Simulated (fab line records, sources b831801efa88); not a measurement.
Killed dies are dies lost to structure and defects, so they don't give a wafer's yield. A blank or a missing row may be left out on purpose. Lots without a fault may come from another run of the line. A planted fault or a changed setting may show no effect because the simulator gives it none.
Chamber matching | flow sky130 | SKY_POLY_GATE_ETCH_17 on rie_si-01: 4 sister chambers
The step etches poly-Si in HBr/Cl2, stops on SiO2, target depth 180 nm, time 70.5 s. 8 wafers are shown with their chamber, then 7 later ones without.

WAFERS WITH THEIR CHAMBER
wafer  | chamber | throttle_valve_pct (%) | oes_product_au (a.u.)
L632.6 | 3       | 33.670                 | 0.983
L638.4 | 3       | 33.664                 | 0.980
L641.1 | 2       | 33.691                 | 0.991
L643.3 | 0       | 33.697                 | 0.993
L643.4 | 1       | 33.689                 | 1.004
L643.5 | 0       | 33.686                 | 0.985
L645.3 | 1       | 33.699                 | 0.976
L645.4 | 2       | 33.673                 | 0.981

WAFERS WITHOUT THEIR CHAMBER
wafer  | throttle_valve_pct (%) | oes_product_au (a.u.)
L645.5 | 33.659                 | 0.991
L647.2 | 33.679                 | 0.990
L647.3 | 33.687                 | 0.986
L647.4 | 33.683                 | 1.002
L651.1 | 33.682                 | 0.988
L651.2 | 33.685                 | 0.986
L651.4 | 33.694                 | 0.997

WHICH CHAMBER EACH WENT THROUGH
wafer  | from the rows above               | in truth
L645.5 | can't be placed: 3 or 2           | 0
L647.2 | can't be placed: 2 or 0 or 3 or 1 | 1
L647.3 | can't be placed: 2 or 0 or 1 or 3 | 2
L647.4 | can't be placed: 2 or 0 or 1 or 3 | 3
L651.1 | can't be placed: 2 or 0 or 1 or 3 | 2
L651.2 | can't be placed: 2 or 0 or 1 or 3 | 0
L651.4 | can't be placed: 1 or 0 or 2      | 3
Placed correctly: 0 of 7. Can't be placed from these rows: 7 (the true chamber is among the candidates in 5). Placed wrongly: 0.
How it was worked out, from the rows above alone: a wafer's distance from a chamber is the root of the sum, over the readings, of the square of ((its reading less the chamber's mean) divided by the reading's scatter). The wafer belongs to the nearest chamber; if the next one is less than 2 further off, it can't be placed. A chamber's mean is the mean of its shown wafers. The scatter: the root of (the sum of the squares of (reading less its chamber's mean) over the shown wafers, divided by (wafers less chambers)).
